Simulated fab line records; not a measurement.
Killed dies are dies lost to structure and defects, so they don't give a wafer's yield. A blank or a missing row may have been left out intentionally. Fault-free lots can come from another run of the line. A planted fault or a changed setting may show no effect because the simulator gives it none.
fab line records	flow sky130
record: lots: 12	wafers: 36	lastDay: 50
route steps=708 shown VIA2@527 METAL3@534 CAPM@537 PAD_OPEN@708
lots with no fault: from the same line, run without faults
startH: start of the lot's first displayed wafer, in hours after the record's first day	waitH: hours since the lot's step before	" unchanged from the row above	L1.1+2: a row that stands for several wafers	- no value, or no start given	* or withheld: withheld	< > ~ a bound
route shown NAME@n: names a module that has steps shown in the file, with the first one's number in the route	usual: the fault-free wafers' mean and standard deviation	same: alike in all rows	chamber/n: place in a boat	sites: the reading at each site	_std_site: the values' standard deviation	_edge_site: the outer-site mean with the inner-site mean subtracted	radiusMm: for every site, how far away it sits from the centre of the wafer	mask NAME#n: copy n	behind: the most recent tool/chamber to have shaped the wafer	hold: why the lot went on hold/how many hours it stayed there/how the hold came to an end	device: transistor that didn't switch, given as n, p or np	end of line: tests run on the same wafers once the route is complete	a step without rows: its recipe alone	killed: at the first sort, the dies lost to defects and structure; wafer yield is something else	map: a wafer's dies, x killed, . not, _ none there
set.NAME: the setting that was run; set.NAME@STEP: the one run at that earlier step	model.NAME: the simulator's own value behind a step, which no gauge read
route steps across a sampled set of lots; one table per step, one row per wafer
services: when a tool's chamber went out of use (startH, in hours from the record's first day, below 0 if earlier), for how many hours, and the reason
== steps ==
step: SKY_VIA2_SPUTTER_20
recipe: material: TiN	targetThkNm: 20	chamberPressurePa: 5	powerW: 4000	timeS: 80
usual: cathodeDcPowerW: 4000.1/0.69	throttleValvePct: 30.0/0.93
lot.wafer	tool	chamber	startH	waitH	cathodeDcPowerW	throttleValvePct
L708.2	pvdSputter-03	-	853.31	0.0	4000.7	30.0
L708.3	"	-	"	"	3999.1	29.1
L708.6	"	-	"	"	4000.4	30.0
L709.1	pvdSputter-03	-	857.16	0.0	4000.3	28.9
L709.4	"	-	"	"	4000.2	28.6
L709.6	"	-	"	"	4000.2	30.5
L710.4	pvdSputter-03	-	865.81	0.0	4000.8	30.6
L710.5	"	-	"	"	4000.8	29.1
L710.6	"	-	"	"	3998.7	30.0
L711.1	pvdSputter-02	-	870.76	0.0	4000.6	30.3
L711.5	"	-	"	"	3999.7	29.6
L711.6	"	-	"	"	3999.3	30.4
L712.1	pvdSputter-04	-	883.24	0.0	4001.0	32.0
L712.4	"	-	"	"	4001.4	28.3
L712.6	"	-	"	"	3998.7	32.3
L714.2	pvdSputter-02	-	897.22	0.0	4000.3	29.3
L714.3	"	-	"	"	3999.2	29.9
L714.6	"	-	"	"	4000.2	29.7
L720.1	pvdSputter-02	-	947.51	0.0	4000.1	30.3
L720.4	"	-	"	"	3525.4	30.5
L720.6	"	-	"	"	3524.2	30.4
L721.3	pvdSputter-02	-	956.51	0.0	3999.7	29.5
L721.5	"	-	"	"	3526.0	30.2
L721.6	"	-	"	"	4000.4	29.5
L723.1	pvdSputter-03	-	964.86	0.0	4000.5	28.7
L723.2	"	-	"	"	4000.3	30.1
L723.4	"	-	"	"	3998.9	28.8
L727.3	pvdSputter-03	-	992.06	0.0	4000.3	28.8
L727.4	"	-	"	"	3999.3	30.2
L727.6	"	-	"	"	4000.3	30.1
L729.3	pvdSputter-04	-	1006.71	0.0	3999.9	30.0
L729.4	"	-	"	"	4000.4	32.0
L729.6	"	-	"	"	4000.5	32.0
L730.2	pvdSputter-04	-	1010.76	0.0	4000.2	32.2
L730.5	"	-	"	"	3999.4	29.9
L730.6	"	-	"	"	3999.8	32.0
step: SKY_VIA2_CMP_24
recipe: stopOn: SiO2	tOverpolishS: 20	downForcePsi: 3.5	platenRpm: 60	targetThkNm: 0	padVelocityMS: 0.94248
usual: motorCurrentA: 10.5/0.92	platenRpm: 60.00/0.043
lot.wafer	tool	chamber	startH	waitH	motorCurrentA	platenRpm
L708.3	cmp-02	0	853.78	0.1	9.9	59.98
L708.2	"	1	"	"	11.2	60.01
L708.6	"	2	"	"	9.3	59.99
L709.4	cmp-01	3	857.53	0.0	9.5	59.99
L709.1	"	2	"	"	9.7	59.98
L709.6	"	0	"	"	12.2	60.00
L710.4	cmp-01	0	866.23	0.1	12.2	60.04
L710.5	"	3	"	"	9.2	60.03
L710.6	"	0	"	"	11.7	60.00
L711.1	cmp-01	1	871.18	0.1	11.2	60.01
L711.5	"	0	"	"	11.9	60.05
L711.6	"	1	"	"	12.0	60.09
L712.4	cmp-01	3	883.66	0.1	9.6	60.01
L712.1	"	0	"	"	11.4	60.03
L712.6	"	3	"	"	9.2	59.96
L714.2	cmp-02	2	897.59	0.0	10.1	60.01
L714.3	"	0	"	"	9.9	60.07
L714.6	"	2	"	"	9.5	59.97
L720.1	cmp-01	1	947.88	0.1	11.1	60.07
L720.4	"	3	"	"	9.4	59.95
L720.6	"	2	"	"	9.8	60.06
L721.3	cmp-02	0	957.26	0.3	10.1	60.03
L721.6	"	2	"	"	9.1	59.99
L721.5	"	3	"	"	11.4	59.95
L723.1	cmp-02	3	965.28	0.1	10.9	60.12
L723.4	"	0	"	"	9.9	60.03
L723.2	"	1	"	"	11.0	59.95
L727.3	cmp-02	0	992.43	0.0	9.9	59.99
L727.4	"	3	"	"	10.9	59.94
L727.6	"	0	"	"	10.3	60.00
L729.4	cmp-01	3	1007.18	0.1	9.4	59.96
L729.3	"	0	"	"	11.6	59.95
L729.6	"	1	"	"	11.5	60.03
L730.2	cmp-02	3	1011.28	0.2	10.5	60.01
L730.6	"	0	"	"	9.9	60.02
L730.5	"	1	"	"	11.6	60.04
step: SKY_METAL3_SPUTTER_02
recipe: material: AlCu	targetThkNm: 735	powerW: 10600	timeS: 39.1	chamberPressurePa: 0.4
usual: cathodeDcPowerW: 10600/1.9	throttleValvePct: 29.9/0.85
lot.wafer	tool	chamber	startH	waitH	cathodeDcPowerW	throttleValvePct
L708.2	pvdSputter-01	-	854.29	0.0	10601	28.7
L708.3	"	-	"	"	10601	29.8
L708.6	"	-	"	"	10601	29.5
L709.1	pvdSputter-01	-	857.88	0.0	10599	29.6
L709.4	"	-	"	"	10600	30.0
L709.6	"	-	"	"	10599	28.8
L710.4	pvdSputter-02	-	866.53	0.0	10601	30.4
L710.5	"	-	"	"	10605	30.6
L710.6	"	-	"	"	10602	29.9
L711.1	pvdSputter-01	-	871.48	0.0	10602	30.3
L711.5	"	-	"	"	10598	28.6
L711.6	"	-	"	"	10599	28.9
L712.1	pvdSputter-02	-	883.96	0.0	10601	30.3
L712.4	"	-	"	"	10600	30.5
L712.6	"	-	"	"	10603	30.3
L714.2	pvdSputter-04	-	897.94	0.0	10603	32.0
L714.3	"	-	"	"	10602	28.6
L714.6	"	-	"	"	10600	28.8
L720.1	pvdSputter-02	-	948.23	0.0	10599	29.8
L720.4	"	-	"	"	10600	29.7
L720.6	"	-	"	"	10601	30.3
L721.3	pvdSputter-01	-	957.51	0.0	10599	29.2
L721.5	"	-	"	"	10600	29.1
L721.6	"	-	"	"	10600	29.1
L723.1	pvdSputter-02	-	965.58	0.0	10599	30.4
L723.2	"	-	"	"	10604	30.3
L723.4	"	-	"	"	10602	29.6
L727.3	pvdSputter-01	-	992.78	0.0	10600	30.4
L727.4	"	-	"	"	10599	30.0
L727.6	"	-	"	"	10598	28.9
L729.3	pvdSputter-01	-	1007.43	0.0	10600	30.4
L729.4	"	-	"	"	10599	29.1
L729.6	"	-	"	"	10598	28.6
L730.2	pvdSputter-02	-	1011.48	0.0	10597	29.7
L730.5	"	-	"	"	10596	30.4
L730.6	"	-	"	"	10599	30.3
step: SKY_CAPM_CVD_00
recipe: material: SiO2	targetThkNm: 15.5	tempC: 400	timeS: withheld	rfW: 450
usual: heaterPowerW: 748/68
lot.wafer	tool	chamber	startH	waitH	heaterPowerW
L708.2	pecvd-04	1	854.39	0.0	831
L708.3	"	0	"	"	832
L708.6	"	2	"	"	769
L709.1	pecvd-03	1	857.98	0.0	721
L709.4	"	1	"	"	695
L709.6	"	2	"	"	648
L710.4	pecvd-03	0	866.65	0.0	735
L710.5	"	1	"	"	734
L710.6	"	2	"	"	644
L711.1	pecvd-04	0	871.58	0.0	877
L711.5	"	1	"	"	881
L711.6	"	0	"	"	850
L712.1	pecvd-02	0	884.07	0.0	714
L712.4	"	0	"	"	720
L712.6	"	2	"	"	733
L714.2	pecvd-04	1	898.04	0.0	867
L714.3	"	0	"	"	815
L714.6	"	1	"	"	843
L720.1	pecvd-04	2	948.33	0.0	843
L720.4	"	0	"	"	818
L720.6	"	1	"	"	800
L721.3	pecvd-02	2	957.61	0.0	734
L721.5	"	2	"	"	728
L721.6	"	0	"	"	679
L723.1	pecvd-02	0	965.69	0.0	607
L723.2	"	2	"	"	674
L723.4	"	1	"	"	796
L727.3	pecvd-02	1	992.88	0.0	754
L727.4	"	1	"	"	732
L727.6	"	2	"	"	690
L729.3	pecvd-03	0	1007.54	0.0	756
L729.4	"	2	"	"	693
L729.6	"	0	"	"	752
L730.2	pecvd-04	2	1011.59	0.0	770
L730.5	"	2	"	"	774
L730.6	"	0	"	"	817
step: SKY_PAD_OPEN_PROBE_99
usual: defectLimitedYield: 82.5/1.9	killed_at_M0_to_M3: 44/7.2	killed_at_M4_up: 2.9/1.8	killedAtContacts: 24/5.6	killedAtFrontEnd: 15/4.2	killedAtOther: 0.4/0.71	killedDies: 86/9.2	killedOpen: 47/7.2	killedShort: 39/5.7	sort_bin_3_pad_short: 0.9/0.4	sort_bin_5_function: 10.2/1.6	sort_bin_6_memory: 6.4/1.2	sortNPass: 406/9.2	sortYieldPct: 82.5/1.9
same: grossDies: 492	killedAtBackSide: 0	sort_bin_4_leakage[%]: 0	sort_bin_8_speed[%]: 0
lot.wafer	tool	chamber	startH	waitH	defectLimitedYield[%]	killed_at_M0_to_M3	killed_at_M4_up	killedAtContacts	killedAtFrontEnd	killedAtOther	killedDies	killedOpen	killedShort	sort_bin_3_pad_short[%]	sort_bin_5_function[%]	sort_bin_6_memory[%]	sortNPass	sortYieldPct[%]
L708.2	prober-02	-	1079.91	0.1	77.8	62	5	28	13	1	109	59	49	0.4	14.8	6.9	383	77.8
L708.3	prober-02	-	1079.96	0.2	80.9	48	0	25	19	2	94	52	40	0.4	11.0	7.7	398	80.9
L708.6	prober-02	-	1080.11	0.2	80.5	40	2	29	25	0	96	49	47	1.4	11.6	6.5	396	80.5
L709.1	prober-01	-	1083.57	0.1	79.5	50	1	27	23	0	101	59	42	0.8	10.8	8.9	391	79.5
L709.4	prober-01	-	1083.72	0.2	81.1	41	6	25	21	0	93	52	41	0.8	10.6	7.5	399	81.1
L709.6	prober-01	-	1083.82	0.2	80.3	47	1	31	18	0	97	63	34	0.4	12.4	6.9	395	80.3
L710.4	prober-02	-	1088.73	0.2	80.9	57	0	17	18	2	94	49	45	1.0	12.2	5.9	398	80.9
L710.5	prober-02	-	1088.78	0.2	82.5	46	1	16	23	0	86	45	41	0.8	8.9	7.7	406	82.5
L710.6	prober-02	-	1088.83	0.2	82.7	36	9	23	17	0	85	48	35	1.2	9.6	6.5	407	82.7
L711.1	prober-01	-	1095.48	0.1	82.3	45	5	18	19	0	87	51	35	0.8	11.6	5.3	405	82.3
L711.5	prober-01	-	1095.68	0.2	84.1	34	1	31	11	1	78	44	34	1.2	9.3	5.3	414	84.1
L711.6	prober-01	-	1095.73	0.2	84.6	41	0	19	16	0	76	41	35	1.0	8.3	6.1	416	84.6
L712.1	prober-02	-	1105.06	0.1	82.7	46	2	24	13	0	85	36	49	0.8	10.0	6.5	407	82.7
L712.4	prober-02	-	1105.21	0.2	80.3	52	3	26	16	0	97	46	51	1.4	12.0	6.3	395	80.3
L712.6	prober-02	-	1105.31	0.2	80.7	41	1	34	19	0	95	52	43	1.0	13.4	4.9	397	80.7
L714.2	prober-01	-	1113.66	0.1	82.7	38	3	24	20	0	85	56	29	0	11.6	5.7	407	82.7
L714.3	prober-01	-	1113.71	0.2	84.6	41	3	15	17	0	76	34	42	0.4	10.4	4.7	416	84.6
L714.6	prober-01	-	1113.86	0.2	82.5	38	4	29	14	1	86	48	38	0.6	9.6	7.3	406	82.5
L720.1	prober-02	-	1155.22	0.1	82.3	39	2	20	26	0	87	39	44	0.8	12.2	4.7	405	82.3
L720.4	prober-02	-	1155.37	0.2	82.5	30	4	29	23	0	86	43	42	0.4	10.6	6.5	406	82.5
L720.6	prober-02	-	1155.47	0.2	81.7	42	6	25	16	1	90	45	44	0	11.8	6.5	402	81.7
L721.3	prober-01	-	1160.45	0.2	80.1	43	3	34	18	0	98	62	36	0.6	11.4	7.9	394	80.1
L721.5	prober-01	-	1160.55	0.2	82.5	48	3	21	13	1	86	41	45	0.6	9.1	7.7	406	82.5
L721.6	prober-01	-	1160.60	0.2	82.5	45	4	21	16	0	86	51	35	1.2	11.0	5.3	406	82.5
L723.1	prober-01	-	1166.87	0.1	82.5	45	3	26	12	0	86	49	37	1.0	10.2	6.3	406	82.5
L723.2	prober-01	-	1166.92	0.1	76.6	51	0	46	17	1	115	80	35	1.4	12.2	9.8	377	76.6
L723.4	prober-01	-	1167.02	0.2	79.3	55	7	25	15	0	102	54	48	0.6	12.8	7.3	390	79.3
L727.3	prober-01	-	1185.48	0.2	81.5	44	3	26	18	0	91	53	38	1.2	9.8	7.5	401	81.5
L727.4	prober-01	-	1185.53	0.2	82.3	45	3	31	8	0	87	50	37	1.2	7.5	8.9	405	82.3
L727.6	prober-01	-	1185.63	0.2	80.9	53	3	24	14	0	94	57	37	0.2	12.0	6.9	398	80.9
L729.3	prober-01	-	1197.23	0.2	82.1	47	3	21	17	0	88	57	31	0.4	10.2	7.3	404	82.1
L729.4	prober-01	-	1197.28	0.2	84.3	38	1	17	20	1	77	47	29	1.2	11.0	3.5	415	84.3
L729.6	prober-01	-	1197.38	0.2	83.1	47	3	23	10	0	83	39	44	1.2	9.1	6.5	409	83.1
L730.2	prober-01	-	1200.23	0.1	82.9	26	7	32	19	0	84	49	33	1.4	8.9	6.7	408	82.9
L730.5	prober-01	-	1200.38	0.2	82.5	44	3	29	10	0	86	46	40	0.4	10.0	7.1	406	82.5
L730.6	prober-01	-	1200.43	0.2	82.9	37	6	25	15	1	84	49	32	0.8	10.0	6.3	408	82.9
killed by level:class
L708.2 VIA1:geometricParticle:open=17 METAL2:geometricParticle:short=13 CONTACT:geometricParticle:open=11 LI_CONTACT:geometricParticle:open=7 VIA1:geometricParticle:short=7 VIA3:geometricParticle:open=7 POLY_GATE:geometricParticle:open=6 VIA2:geometricParticle:short=5
L708.3 VIA1:geometricParticle:open=14 CONTACT:geometricParticle:open=11 VIA1:geometricParticle:short=9 LI_CONTACT:geometricParticle:open=7 FIELD_ISO:geometricParticle:open=6 METAL1:geometricParticle:short=6 VIA2:geometricParticle:open=5 FIELD_ISO:geometricParticle:short=4
L708.6 VIA2:geometricParticle:open=9 FIELD_ISO:geometricParticle:short=8 CONTACT:geometricParticle:short=8 LI_CONTACT:geometricParticle:open=8 CONTACT:geometricParticle:open=8 FIELD_ISO:geometricParticle:open=7 VIA1:geometricParticle:short=7 METAL1:geometricParticle:short=5
L709.1 VIA3:geometricParticle:open=11 VIA1:geometricParticle:open=9 LI_CONTACT:geometricParticle:open=9 FIELD_ISO:geometricParticle:short=8 POLY_GATE:geometricParticle:open=7 CONTACT:geometricParticle:open=7 METAL2:geometricParticle:short=7 VIA2:geometricParticle:open=7
L709.4 VIA1:geometricParticle:open=12 CONTACT:geometricParticle:open=11 VIA3:geometricParticle:open=7 POLY_GATE:geometricParticle:short=6 POLY_GATE:geometricParticle:open=6 LI_CONTACT:geometricParticle:open=6 LOCAL_INTERCONNECT:geometricParticle:short=5 METAL4:geometricParticle:short=5
L709.6 VIA1:geometricParticle:open=14 CONTACT:geometricParticle:open=13 LI_CONTACT:geometricParticle:open=9 VIA3:geometricParticle:open=8 METAL2:geometricParticle:short=7 VIA2:geometricParticle:open=5 FIELD_ISO:geometricParticle:open=4 POLY_GATE:geometricParticle:open=4
L710.4 VIA1:geometricParticle:open=20 METAL1:geometricParticle:short=10 METAL2:geometricParticle:short=9 FIELD_ISO:geometricParticle:short=7 FIELD_ISO:geometricParticle:open=5 CONTACT:geometricParticle:open=5 VIA3:geometricParticle:open=5 LOCAL_INTERCONNECT:geometricParticle:short=4
L710.5 VIA1:geometricParticle:open=13 POLY_GATE:geometricParticle:short=8 VIA1:geometricParticle:short=7 LI_CONTACT:geometricParticle:open=6 FIELD_ISO:geometricParticle:open=5 VIA2:geometricParticle:open=5 FIELD_ISO:geometricParticle:short=4 METAL1:geometricParticle:short=4
L710.6 LI_CONTACT:geometricParticle:open=9 METAL2:geometricParticle:short=7 CONTACT:geometricParticle:open=7 VIA1:geometricParticle:open=7 METAL4:geometricParticle:short=6 VIA2:geometricParticle:open=5 FIELD_ISO:geometricParticle:open=4 FIELD_ISO:geometricParticle:short=4
L711.1 VIA2:geometricParticle:open=9 VIA1:geometricParticle:open=8 VIA3:geometricParticle:open=7 CONTACT:geometricParticle:open=6 POLY_GATE:geometricParticle:open=5 LI_CONTACT:geometricParticle:open=5 FIELD_ISO:geometricParticle:short=4 METAL3:geometricParticle:short=4
L711.5 CONTACT:geometricParticle:open=14 LOCAL_INTERCONNECT:geometricParticle:short=7 VIA2:geometricParticle:open=7 VIA1:geometricParticle:open=6 METAL2:geometricParticle:short=5 FIELD_ISO:geometricParticle:open=4 LI_CONTACT:geometricParticle:open=4 METAL3:geometricParticle:short=4
L711.6 VIA3:geometricParticle:open=12 LI_CONTACT:geometricParticle:open=8 VIA1:geometricParticle:short=8 POLY_GATE:geometricParticle:short=7 VIA1:geometricParticle:open=7 METAL1:geometricParticle:short=4 POLY_GATE:geometricParticle:open=3 LI_CONTACT:geometricParticle:short=3
L712.1 LI_CONTACT:geometricParticle:open=9 VIA1:geometricParticle:short=8 METAL2:geometricParticle:short=7 CONTACT:geometricParticle:short=6 VIA1:geometricParticle:open=6 METAL3:geometricParticle:short=6 POLY_GATE:geometricParticle:open=5 POLY_GATE:geometricParticle:short=5
L712.4 VIA1:geometricParticle:open=14 CONTACT:geometricParticle:open=12 VIA1:geometricParticle:short=9 METAL2:geometricParticle:short=6 CONTACT:geometricParticle:short=5 METAL1:geometricParticle:short=5 VIA3:geometricParticle:open=5 POLY_GATE:geometricParticle:open=4
L712.6 VIA1:geometricParticle:open=16 CONTACT:geometricParticle:short=13 CONTACT:geometricParticle:open=13 LI_CONTACT:geometricParticle:open=7 METAL1:geometricParticle:short=6 FIELD_ISO:geometricParticle:short=5 FIELD_ISO:geometricParticle:open=5 VIA2:geometricParticle:open=5
L714.2 VIA2:geometricParticle:open=9 CONTACT:geometricParticle:open=8 LOCAL_INTERCONNECT:geometricParticle:short=7 FIELD_ISO:geometricParticle:open=6 LI_CONTACT:geometricParticle:open=6 VIA1:geometricParticle:open=5 POLY_GATE:geometricParticle:open=4 METAL1:geometricParticle:short=4
L714.3 POLY_GATE:geometricParticle:short=8 VIA1:geometricParticle:open=8 LOCAL_INTERCONNECT:geometricParticle:short=6 METAL3:geometricParticle:short=6 LI_CONTACT:geometricParticle:open=5 VIA3:geometricParticle:open=5 METAL2:geometricParticle:short=5 VIA2:geometricParticle:open=5
L714.6 CONTACT:geometricParticle:open=12 VIA3:geometricParticle:short=7 VIA2:geometricParticle:open=7 VIA3:geometricParticle:open=7 LI_CONTACT:geometricParticle:open=6 CONTACT:geometricParticle:short=5 FIELD_ISO:geometricParticle:short=4 LOCAL_INTERCONNECT:geometricParticle:short=4
L720.1 VIA1:geometricParticle:open=9 POLY_GATE:geometricParticle:short=7 CONTACT:geometricParticle:short=6 VIA3:geometricParticle:open=6 VIA3:geometricParticle:short=5 POLY_GATE:geometricParticle:open=4 LI_CONTACT:geometricParticle:open=4 METAL1:geometricParticle:short=4
L720.4 CONTACT:geometricParticle:open=8 VIA1:geometricParticle:open=8 FIELD_ISO:geometricParticle:open=6 LI_CONTACT:geometricParticle:open=6 LOCAL_INTERCONNECT:geometricParticle:short=6 VIA2:geometricParticle:open=6 FIELD_ISO:geometricParticle:short=5 POLY_GATE:geometricParticle:short=5
L720.6 CONTACT:geometricParticle:open=13 VIA1:geometricParticle:open=10 METAL1:geometricParticle:short=9 VIA2:geometricParticle:open=8 LOCAL_INTERCONNECT:geometricParticle:short=7 VIA3:geometricParticle:open=6 METAL4:geometricParticle:short=6 FIELD_ISO:geometricParticle:short=4
L721.3 LI_CONTACT:geometricParticle:open=14 CONTACT:geometricParticle:open=10 VIA1:geometricParticle:open=10 VIA1:geometricParticle:short=8 VIA2:geometricParticle:open=7 METAL1:geometricParticle:short=5 VIA3:geometricParticle:open=4 FIELD_ISO:geometricParticle:short=4
L721.5 METAL2:geometricParticle:short=8 VIA3:geometricParticle:open=8 VIA2:geometricParticle:open=7 VIA1:geometricParticle:open=6 METAL1:geometricParticle:short=6 POLY_GATE:geometricParticle:short=5 LI_CONTACT:geometricParticle:open=5 LOCAL_INTERCONNECT:geometricParticle:short=5
L721.6 VIA1:geometricParticle:open=12 VIA1:geometricParticle:short=9 VIA3:geometricParticle:open=8 VIA2:geometricParticle:open=7 LI_CONTACT:geometricParticle:open=6 CONTACT:geometricParticle:open=6 FIELD_ISO:geometricParticle:short=4 FIELD_ISO:geometricParticle:open=4
L723.1 VIA1:geometricParticle:open=11 CONTACT:geometricParticle:open=10 METAL1:geometricParticle:short=8 LOCAL_INTERCONNECT:geometricParticle:short=6 CONTACT:geometricParticle:short=5 METAL2:geometricParticle:short=4 LI_CONTACT:geometricParticle:open=4 VIA2:geometricParticle:open=4
L723.2 LI_CONTACT:geometricParticle:open=21 VIA1:geometricParticle:open=17 CONTACT:geometricParticle:open=15 VIA3:geometricParticle:open=8 VIA2:geometricParticle:open=6 LOCAL_INTERCONNECT:geometricParticle:short=5 POLY_GATE:geometricParticle:short=4 METAL2:geometricParticle:short=4
L723.4 VIA1:geometricParticle:open=16 CONTACT:geometricParticle:open=11 FIELD_ISO:geometricParticle:short=7 VIA2:geometricParticle:open=7 VIA1:geometricParticle:short=6 METAL1:geometricParticle:short=6 METAL4:geometricParticle:short=5 LI_CONTACT:geometricParticle:short=4
L727.3 CONTACT:geometricParticle:open=12 VIA1:geometricParticle:open=9 FIELD_ISO:geometricParticle:short=7 VIA3:geometricParticle:open=7 FIELD_ISO:geometricParticle:open=6 METAL1:geometricParticle:short=6 VIA2:geometricParticle:open=6 LI_CONTACT:geometricParticle:short=4
L727.4 VIA1:geometricParticle:open=13 CONTACT:geometricParticle:open=10 VIA2:geometricParticle:open=8 CONTACT:geometricParticle:short=6 METAL2:geometricParticle:short=6 FIELD_ISO:geometricParticle:open=5 LI_CONTACT:geometricParticle:short=5 LI_CONTACT:geometricParticle:open=5
L727.6 VIA1:geometricParticle:open=11 CONTACT:geometricParticle:open=11 VIA2:geometricParticle:open=10 METAL2:geometricParticle:short=6 METAL1:geometricParticle:short=6 VIA3:geometricParticle:open=6 LOCAL_INTERCONNECT:geometricParticle:short=5 METAL1:geometricParticle:open=5
L729.3 VIA2:geometricParticle:open=12 VIA1:geometricParticle:open=10 VIA3:geometricParticle:open=9 LI_CONTACT:geometricParticle:open=7 FIELD_ISO:geometricParticle:open=5 VIA2:geometricParticle:short=5 POLY_GATE:geometricParticle:short=4 LOCAL_INTERCONNECT:geometricParticle:short=4
L729.4 VIA1:geometricParticle:open=9 LI_CONTACT:geometricParticle:open=8 METAL2:geometricParticle:short=6 FIELD_ISO:geometricParticle:open=5 CONTACT:geometricParticle:open=5 VIA2:geometricParticle:open=5 VIA3:geometricParticle:open=5 METAL1:geometricParticle:short=4
L729.6 VIA2:geometricParticle:open=11 METAL1:geometricParticle:short=7 VIA1:geometricParticle:open=7 LI_CONTACT:geometricParticle:short=6 VIA3:geometricParticle:open=6 LI_CONTACT:geometricParticle:open=5 CONTACT:geometricParticle:short=5 CONTACT:geometricParticle:open=5
L730.2 CONTACT:geometricParticle:open=12 FIELD_ISO:geometricParticle:open=10 VIA1:geometricParticle:open=8 LOCAL_INTERCONNECT:geometricParticle:short=8 CONTACT:geometricParticle:short=6 FIELD_ISO:geometricParticle:short=5 VIA3:geometricParticle:open=5 LI_CONTACT:geometricParticle:open=4
L730.5 VIA1:geometricParticle:open=11 CONTACT:geometricParticle:open=10 LI_CONTACT:geometricParticle:open=8 METAL2:geometricParticle:short=6 VIA3:geometricParticle:open=6 CONTACT:geometricParticle:short=5 METAL1:geometricParticle:short=4 VIA2:geometricParticle:short=4
L730.6 CONTACT:geometricParticle:open=10 VIA1:geometricParticle:open=10 VIA2:geometricParticle:open=8 FIELD_ISO:geometricParticle:open=6 VIA1:geometricParticle:short=5 LOCAL_INTERCONNECT:geometricParticle:short=4 CONTACT:geometricParticle:short=4 POLY_GATE:geometricParticle:short=3
== services ==
tool	chamber	startH	hours	kind
pvdSputter-02	-	844.33	19.4	repair
pvdSputter-04	-	845.46	28.6	repair
pecvd-02	-	846.60	1.1	repair
pvdSputter-01	-	850.76	3.4	repair
pvdSputter-04	-	851.05	4.3	repair
pvdSputter-03	-	853.92	0.7	repair
pvdSputter-02	-	854.44	0.8	repair
pecvd-02	-	859.37	1.7	repair
cmp-02	-	860.85	1.1	repair
cmp-02	-	884.59	10.6	pm
cmp-02	-	901.34	0.9	repair
pvdSputter-03	-	905.86	16.3	repair
pecvd-04	-	905.97	0.7	repair
cmp-01	-	912.37	4.0	pm
pecvd-02	1	917.22	4.2	repair
cmp-02	-	919.82	1.0	repair
cmp-02	-	922.38	6.5	pm
pvdSputter-03	-	923.71	4.6	repair
cmp-01	-	931.09	4.1	pm
pvdSputter-03	-	944.22	2.4	repair
cmp-02	-	963.24	0.7	repair
pvdSputter-01	-	983.36	9.2	repair
pecvd-04	1	986.23	5.4	repair
cmp-02	-	987.21	4.1	pm
== key ==
firstSign: step: SKY_VIA2_SPUTTER_20	reading: cathodeDcPowerW	direction: down	sigmas: 99+	usual: 4000.1	struck: 3525.2
effect none on later readings
metAt SKY_VIA2_SPUTTER_20
struckLots L720,L721
struckWafers L720.4,L720.6,L721.5
notActingAt SKY_VIA2_CMP_24,SKY_METAL3_SPUTTER_02,SKY_CAPM_CVD_00
onsetBetween 870.76 947.51
fault: kind: processParameterDrift	tool: pvdSputter-02	chamber: -	onsetH: 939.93	steps: SKY_VIA2_SPUTTER_20	channel: powerW	offset: *	shape: step	endH: 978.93	actsIn: *	stated: *	scope: struckWafersOnly
